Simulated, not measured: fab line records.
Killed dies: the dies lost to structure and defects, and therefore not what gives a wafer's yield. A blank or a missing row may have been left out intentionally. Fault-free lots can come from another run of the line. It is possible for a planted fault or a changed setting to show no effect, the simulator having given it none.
Which tool was responsible? || flow sky130 || route of 708 steps, sampled at 1 step: 14 lots, 40 wafers

WHAT THE GAUGES READ, wafer by wafer
The record holds no reading of a measuring or inspecting step that can be judged against a usual standard deviation.

TOOL THAT RAN EACH LOT (tool first, then ch and the chambers of the sampled wafers, then the start)
{"lot": "L344", "SKY_METAL3_DEVELOP_12": "litho track-02 ch 0, day 39 07:00"}
{"lot": "L346", "SKY_METAL3_DEVELOP_12": "litho track-02 ch 0, day 40 01:00"}
{"lot": "L347", "SKY_METAL3_DEVELOP_12": "litho track-02 ch 0, day 40 15:00"}
{"lot": "L349", "SKY_METAL3_DEVELOP_12": "litho track-04 ch 0, day 40 22:00"}
{"lot": "L350", "SKY_METAL3_DEVELOP_12": "litho track-04 ch 0, day 41 02:00"}
{"lot": "L353", "SKY_METAL3_DEVELOP_12": "litho track-03 ch 0, day 42 01:00"}
{"lot": "L355", "SKY_METAL3_DEVELOP_12": "litho track-03 ch 0, day 42 11:00"}
{"lot": "L357", "SKY_METAL3_DEVELOP_12": "litho track-03 ch 0, day 42 23:00"}
{"lot": "L358", "SKY_METAL3_DEVELOP_12": "litho track-03 ch 0, day 43 08:00"}
{"lot": "L365", "SKY_METAL3_DEVELOP_12": "litho track-03 ch 0, day 45 03:00"}
{"lot": "L364", "SKY_METAL3_DEVELOP_12": "litho track-03 ch 0, day 45 09:00"}
{"lot": "L366", "SKY_METAL3_DEVELOP_12": "litho track-02 ch 0, day 45 10:00"}
{"lot": "L362", "SKY_METAL3_DEVELOP_12": "litho track-04 ch 0, day 45 12:00"}
{"lot": "L367", "SKY_METAL3_DEVELOP_12": "litho track-02 ch 0, day 45 17:00"}
- SKY_METAL3_DEVELOP_12: develop time 60 s.

WHAT THE TOOLS THEMSELVES READ (means of the sampled wafers that have a number; where no wafer has one, the mark that the record gives instead)
SKY_METAL3_DEVELOP_12.
{"lot": "L344", "tool": "litho track-02", "developer temp C (C)": 21.00}
{"lot": "L346", "tool": "litho track-02", "developer temp C (C)": 20.94}
{"lot": "L347", "tool": "litho track-02", "developer temp C (C)": 20.98}
{"lot": "L349", "tool": "litho track-04", "developer temp C (C)": 20.92}
{"lot": "L350", "tool": "litho track-04", "developer temp C (C)": 20.90}
{"lot": "L353", "tool": "litho track-03", "developer temp C (C)": 21.02}
{"lot": "L355", "tool": "litho track-03", "developer temp C (C)": 21.08}
{"lot": "L357", "tool": "litho track-03", "developer temp C (C)": 21.02}
{"lot": "L358", "tool": "litho track-03", "developer temp C (C)": 21.01}
{"lot": "L365", "tool": "litho track-03", "developer temp C (C)": 21.55}
{"lot": "L364", "tool": "litho track-03", "developer temp C (C)": 21.50}
{"lot": "L366", "tool": "litho track-02", "developer temp C (C)": 20.99}
{"lot": "L362", "tool": "litho track-04", "developer temp C (C)": 21.04}
{"lot": "L367", "tool": "litho track-02", "developer temp C (C)": 20.86}

THE ANSWER, worked out from the rows above alone
Rule: the usual values come from the lots themselves. The widest of any qualifying gaps counts: lots, ordered by their means at a reading, are off when they make up no more than a third of the lots, leave a main group of 4 or more, and stand apart from it by 3 or more times the standard deviation of that group's means. If all means in a main group match to the digits the tables above print for the reading, that group is not used. Also off: a lot with no number at a reading for which 4 or more lots have one. Any other lot the step has rows for is counted as sound. After the gauges, taken in route order, come the tools' own readings; for these a lot's mean is taken, as printed above. At the first step where some lot is off, the reading lying furthest off is the one used; lots without a number count as furthest.
Off at SKY_METAL3_DEVELOP_12 (developer temp C): L365, L364. For the main group the mean is 20.98 C and the standard deviation 0.061.
If a tool, at that step or one of the process steps before it, ran each lot that is off and ran no sound lot following the first of them, it fits. One fits: SKY_METAL3_DEVELOP_12 on litho track-03. Its last sound lot is L358 (day 43 08:00), its first lot that is off L365 (day 45 03:00): a fault that began between those two fits.
On the lots that are off, the tool's own readings at SKY_METAL3_DEVELOP_12 differ by more than 5 times the standard deviation of the sound lots' means, which bears it out; developer temp C reads 21.52 C there versus 20.98 C on the sound lots.

WHAT THE SIMULATOR HAD INSERTED
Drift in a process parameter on litho track-03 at SKY_METAL3_DEVELOP_12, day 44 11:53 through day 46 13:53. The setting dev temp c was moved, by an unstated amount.
Struck lots among those shown: L365, L364. The same result came from the rule above.
